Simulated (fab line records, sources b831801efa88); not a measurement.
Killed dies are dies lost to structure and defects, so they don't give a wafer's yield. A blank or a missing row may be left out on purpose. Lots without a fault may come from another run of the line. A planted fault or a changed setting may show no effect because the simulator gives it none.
A struck lot beside a sound one | flow sky130 | 43 steps out of a route of 708
Sound: wafers L528.1, L528.5, L528.6. Struck: wafers L540.2, L540.5. (L540.6 of the same lot was not struck and is left out.) The cause comes at the end.
At each step with rows: each side's tool, then ch and its chambers, then its first start. Under that, the readings that differ: sound wafers | struck wafers | difference of the means | sigmas: that difference in standard deviations of wafers without a fault.
alike: readings whose means differ by less than 2 such deviations, and words and numbers that are the same on both sides. not compared: withheld readings, readings that some wafer has no value for, bounds like >300 that may hide the same value, and numbers for which the record gives no deviation and whose values overlap.
The two part at a step that has a row with sigmas, a row that says differs or no value, or rows on one side only. Numbers that don't overlap but have no deviation are shown without sigmas and don't part them. A reading that every wafer of one side lacks parts them only if that side has two wafers or more.

first, 1 step without rows for these wafers: SKY_VIA4_HDPCVD_00 (deposits SiO2, target thk 1750 nm, time 291.7 s).
SKY_VIA4_THK_MEAS_01:
  sound on film_metro-04, day 42 08:18; struck on film_metro-01, day 45 19:06
  reading              | sound          | struck    | difference | sigmas
  VIA4_HDPCVD_THK (nm) | 1769 1788 1769 | 1732 1706 | -56        | -3
SKY_VIA4_CMP_02: polishes SiO2.
  sound on cmp-02 ch 0,3, day 42 08:25; struck on cmp-02 ch 3, day 45 19:12
  alike: motor_current_A, slurry_flow_ml_min
SKY_VIA4_BOW_MEAS_03:
  sound on film_metro-04, day 42 08:40; struck on film_metro-01, day 45 19:28
  alike: VIA4_BOW
then, 7 steps without rows for these wafers: SKY_VIA4_DEHYDRATE_04 (time 60 s); SKY_VIA4_HMDS_05 (prime time 60 s); SKY_VIA4_COAT_06 (resist thk 1140 nm); SKY_VIA4_SOFTBAKE_07 (time 60 s); SKY_VIA4_EXPOSE_08 (exposes mask VIM4, target cd 800 nm); SKY_VIA4_PEB_09; SKY_VIA4_DEVELOP_10 (develop time 60 s).
SKY_VIA4_OVL_MEAS_11:
  sound on overlay-02, day 43 07:56; struck on overlay-02, day 46 15:50
  alike: VIA4_OVL
SKY_VIA4_ETCH_12: etches SiO2 in C4F8/O2/Ar, stops on TiN, target depth 580 nm.
  sound on rie_diel-01 ch 0,2,3, day 43 07:58; struck on rie_diel-02 ch 3, day 46 15:52
  alike: oes_product_au
then, 4 steps without rows for these wafers: SKY_VIA4_STRIP_13 (strips in O2/N2); SKY_VIA4_STRIP_14 (strips in post etch residue remover, time 1200 s); SKY_VIA4_CLEAN_15 (cleans in IPA, time 180 s); SKY_VIA4_CLEAN_16 (cleans in O3/DIW).
SKY_VIA4_SPUTTER_17: material TiN, target thk 20 nm, time 80 s.
  sound on pvd_sputter-04, day 43 08:43; struck on pvd_sputter-01, day 46 16:35
  alike: throttle_valve_pct
then, 1 step without rows for these wafers: SKY_VIA4_CVD_18 (deposits W, target thk 505 nm, time 152.14 s).
SKY_VIA4_RS_MEAS_19: measures by four-point-probe.
  sound on film_metro-03, day 43 08:56; struck on film_metro-04, day 46 16:49
  alike: VIA4_W_RS
SKY_VIA4_THK_MEAS_20: measures by xrf.
  sound on film_metro-03, day 43 09:03; struck on film_metro-04, day 46 16:55
  alike: VIA4_W_THK
then, 1 step without rows for these wafers: SKY_VIA4_CMP_21 (polishes, stops on SiO2, t overpolish 25 s, target thk 0 nm).
SKY_METAL5_SPUTTER_00: material Ti, target thk 15 nm, time 10 s.
  sound on pvd_sputter-01, day 43 09:25; struck on pvd_sputter-01, day 46 20:01
  alike: throttle_valve_pct
SKY_METAL5_SPUTTER_01: material TiN, target thk 20 nm, time 16.7 s.
  sound on pvd_sputter-01, day 43 09:26; struck on pvd_sputter-01, day 46 20:02
  alike: throttle_valve_pct
then, 3 steps without rows for these wafers: SKY_METAL5_SPUTTER_02 (material AlCu, target thk 1150 nm, time 61.2 s); SKY_METAL5_SPUTTER_03 (material Ti, target thk 5 nm, time 3.3 s); SKY_METAL5_SPUTTER_04 (material TiN, target thk 70 nm, time 58.3 s).
SKY_METAL5_RS_MEAS_05: measures by four-point-probe.
  sound on film_metro-01, day 43 09:35; struck on film_metro-04, day 46 20:12
  alike: METAL5_ALCU_RS
SKY_METAL5_THK_MEAS_06: measures by xrf.
  sound on film_metro-01, day 43 09:42; struck on film_metro-04, day 46 20:19
  alike: METAL5_ALCU_THK
then, 9 steps without rows for these wafers: SKY_METAL5_DEHYDRATE_07 (time 60 s); SKY_METAL5_HMDS_08 (prime time 60 s); SKY_METAL5_COAT_09 (resist thk 1800 nm); SKY_METAL5_SOFTBAKE_10 (time 60 s); SKY_METAL5_EXPOSE_11 (exposes mask MM5, target cd 1600 nm); SKY_METAL5_PEB_12; SKY_METAL5_DEVELOP_13 (develop time 60 s); SKY_METAL5_DESCUM_14 (chemistry O2, time 11 s); SKY_METAL5_METAL_ETCH_15 (etches the open film in Cl2/BCl3, stops on SiO2, target depth 1260 nm, time 252 s).
SKY_METAL5_STRIP_16: strips in O2/N2.
  sound on plasma_asher-03 ch 0,1, day 44 07:47; struck on plasma_asher-04 ch 0,1, day 47 15:01
  alike: drypump_motor_current_A, oes_product_au, strip_time_to_endpoint_s
  not compared: rf_hours_counter_h
then, 3 steps without rows for these wafers: SKY_METAL5_STRIP_17 (strips in post etch residue remover, time 1200 s); SKY_METAL5_CLEAN_18 (cleans in IPA, time 180 s); SKY_METAL5_CLEAN_19 (cleans in O3/DIW).
SKY_PAD_OPEN_PROBE_99:
  sound on prober-01, day 46 04:50; struck on prober-02, day 49 07:05
  reading                               | sound                | struck      | difference | sigmas
  defect_limited_yield (%)              | 84.1 83.7 82.7       | 71.5 69.1   | -13.2      | -7
  killed_at_M4_up                       | 3 2 1                | 73 68       | +68        | +40
  killed_dies                           | 78 80 85             | 140 152     | +65        | +7
  sort_bin_3_pad_short (%)              | 0.6 0.4 0.2          | 4.5 5.5     | +4.6       | +12
  sort_bin_5_function (%)               | 9.6 8.7 10.2         | 17.3 16.7   | +7.5       | +5
  sort_n_pass                           | 414 412 407          | 352 340     | -65        | -7
  sort_yield_pct (%)                    | 84.1 83.7 82.7       | 71.5 69.1   | -13.2      | -7
  model.etest.tester.sort_n_pass        | 414 412 407          | 352 340     | -65        |
  model.etest.tester.sort_yield_pct (%) | 84.15 83.74 82.72    | 71.54 69.11 | -13.21     |
  model.etest.tester.sort_bin_5_pct (%) | 9.553 8.74 10.16     | 17.28 16.67 | +7.49      |
  model.etest.tester.sort_bin_3_pct (%) | 0.6098 0.4065 0.2033 | 4.472 5.488 | +4.573     |
  alike: killed_at_M0_to_M3, killed_at_contacts, killed_at_front_end, killed_at_other, killed_open, killed_short, sort_bin_6_memory

WHERE THEY PART
First at SKY_VIA4_THK_MEAS_01; last, within this record, at SKY_PAD_OPEN_PROBE_99.

WHY: what the simulator had put in
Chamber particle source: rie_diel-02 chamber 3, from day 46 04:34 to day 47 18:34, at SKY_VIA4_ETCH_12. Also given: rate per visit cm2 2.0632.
